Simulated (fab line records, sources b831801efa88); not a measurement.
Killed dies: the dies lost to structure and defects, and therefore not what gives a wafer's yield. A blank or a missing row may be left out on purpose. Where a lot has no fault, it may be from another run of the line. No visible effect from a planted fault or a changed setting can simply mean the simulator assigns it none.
Chamber matching    flow gf180mcu    pecvd-02 running GF_V2_CVD_02: 3 sister chambers
The step deposits SiO2 from TEOS, target thk 850 nm, time 94.851 s. 6 wafers are shown with their chamber, then 8 later ones without.

WAFERS, EACH WITH ITS CHAMBER
wafer   chamber  heater power w (W)
L817.5  0        541
L817.6  2        442
L827.3  1        653
L827.5  0        451
L827.6  1        671
L828.1  2        556

WAFERS WITHOUT THEIR CHAMBER
wafer   heater power w (W)
L828.4  428
L828.5  558
L830.2  630
L830.4  509
L830.6  668
L831.2  690
L831.3  506
L831.4  437

EACH ONE'S CHAMBER
wafer   from the rows above           in truth
L828.4  can't be placed: 0 or 2       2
L828.5  can't be placed: 2 or 0 or 1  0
L830.2  can't be placed: 1 or 2 or 0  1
L830.4  can't be placed: 2 or 0       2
L830.6  1                             1
L831.2  1                             1
L831.3  can't be placed: 2 or 0       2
L831.4  can't be placed: 0 or 2       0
Placed correctly: 2 of 8. From these rows, 6 cannot be placed; in 6 the true chamber is one of the candidates. Number placed wrongly: 0.
How it was worked out, from the rows above alone: a wafer's distance from a chamber is the root of the sum, over the readings, of the square of ((its reading less the chamber's mean) divided by the reading's scatter). If the next closest chamber is less than 2 further off than the closest, the wafer can't be placed; otherwise it belongs to the closest. For every chamber, the mean is computed from those of its wafers that are shown. The scatter is the square root of a quotient: the sum, over the shown wafers, of each reading's squared deviation from its chamber's mean, divided by wafers minus chambers.
